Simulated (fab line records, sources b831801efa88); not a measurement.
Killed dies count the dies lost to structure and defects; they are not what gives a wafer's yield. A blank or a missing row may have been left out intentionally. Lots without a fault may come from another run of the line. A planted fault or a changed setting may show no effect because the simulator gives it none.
Shared-tool check | flow sky130 | Sample size 12 lots and 36 wafers

## WHY IT WAS OPENED
Of 12 lots, 1 have the reading SONOS_TUNNEL_TW flagged at SKY_SONOS_TUNNEL_TW_MEAS_12. No-fault wafers: 197.6, standard deviation 2.1.
Rule: a lot gets a flag if all its wafers with a number sit over 4 standard deviations from that mean, or if no wafer of it has a number. The other lots count as sound.

lot  | measured     | on            | SONOS_TUNNEL_TW, wafer by wafer | flag
L981 | day 11 08:22 | film metro-03 | 199.0 197.7 197.9               |
L983 | day 11 19:49 | film metro-02 | 197.7 198.3 198.9               |
L986 | day 12 18:42 | film metro-04 | 196.4 195.3 195.1               |
L991 | day 14 20:56 | film metro-03 | 198.7 198.6 200.2               |
L990 | day 14 21:14 | film metro-02 | 197.4 196.3 198.5               |
L992 | day 14 22:07 | film metro-03 | 199.3 200.2 199.0               |
L993 | day 15 10:32 | film metro-02 | 30.0 29.9 29.8                  | FLAGGED
L100 | day 17 19:26 | film metro-04 | 195.2 194.9 194.3               |
L101 | day 17 20:21 | film metro-02 | 199.3 200.8 199.1               |
L102 | day 18 05:08 | film metro-04 | 195.3 195.7 195.4               |
L103 | day 18 14:47 | film metro-04 | 194.7 195.2 197.1               |
L104 | day 19 00:34 | film metro-03 | 201.9 201.5 201.2               |
On average the flagged lots' numbers are 29.9, which is -167.7 against the usual, or -80 standard deviations.

## WHICH TOOL RAN EACH LOT
The record keeps 1 process step preceding the reading, out of 708 steps on the route. Every cell lists first the tool, next ch and the chambers used by the sampled wafers, and last the start.
lot  | flag    | SKY_SONOS_TUNNEL_EXPOSE_04
L981 |         | iline stepper-02 ch 0, day 10 19:59
L983 |         | iline stepper-01 ch 0, day 11 07:43
L986 |         | iline stepper-02 ch 0, day 12 06:44
L991 |         | iline stepper-02 ch 0, day 14 06:56
L990 |         | iline stepper-01 ch 0, day 14 07:29
L992 |         | iline stepper-01 ch 0, day 14 08:13
L993 | FLAGGED | iline stepper-01 ch 0, day 14 21:17
L100 |         | iline stepper-01 ch 0, day 17 05:29
L101 |         | iline stepper-02 ch 0, day 17 06:22
L102 |         | iline stepper-02 ch 0, day 17 14:59
L103 |         | iline stepper-02 ch 0, day 17 23:08
L104 |         | iline stepper-02 ch 0, day 18 08:50
These steps, and what they do:
- SKY_SONOS_TUNNEL_EXPOSE_04: exposes mask TUNM, target cd 410 nm.
- SKY_SONOS_TUNNEL_TW_MEAS_12

## FLAGGED AGAINST TOTAL, ONE TOOL AT A TIME (gauges that did the reading follow at the end)
step                        | tool             | lots run | flagged | share of the flagged lots | sound lots run after its first flagged lot
SKY_SONOS_TUNNEL_EXPOSE_04  | iline stepper-01 | 5        | 1       | all                       | 1 (L100)
SKY_SONOS_TUNNEL_EXPOSE_04  | iline stepper-02 | 7        | 0       | none                      | -
SKY_SONOS_TUNNEL_TW_MEAS_12 | film metro-02    | 4        | 1       | all                       | 1 (L101)
SKY_SONOS_TUNNEL_TW_MEAS_12 | film metro-03    | 4        | 0       | none                      | -
SKY_SONOS_TUNNEL_TW_MEAS_12 | film metro-04    | 4        | 0       | none                      | -

## WHAT THE TABLE ALLOWS
2 rows of the table ran every flagged lot: iline stepper-01 at SKY_SONOS_TUNNEL_EXPOSE_04, film metro-02 at SKY_SONOS_TUNNEL_TW_MEAS_12.
- iline stepper-01 at SKY_SONOS_TUNNEL_EXPOSE_04 ran 5 lots, 1 of them flagged. Sound lots ran on it after the first flagged one (L100), which a lasting fault on the whole tool wouldn't allow.
- film metro-02 at SKY_SONOS_TUNNEL_TW_MEAS_12 ran 4 lots, 1 of them flagged. Sound lots ran on it after the first flagged one (L101), which a lasting fault on the whole tool wouldn't allow.
None of the table's rows ran every flagged lot and, after the first, no sound lot.

## WHAT THE SIMULATOR HAD INSERTED
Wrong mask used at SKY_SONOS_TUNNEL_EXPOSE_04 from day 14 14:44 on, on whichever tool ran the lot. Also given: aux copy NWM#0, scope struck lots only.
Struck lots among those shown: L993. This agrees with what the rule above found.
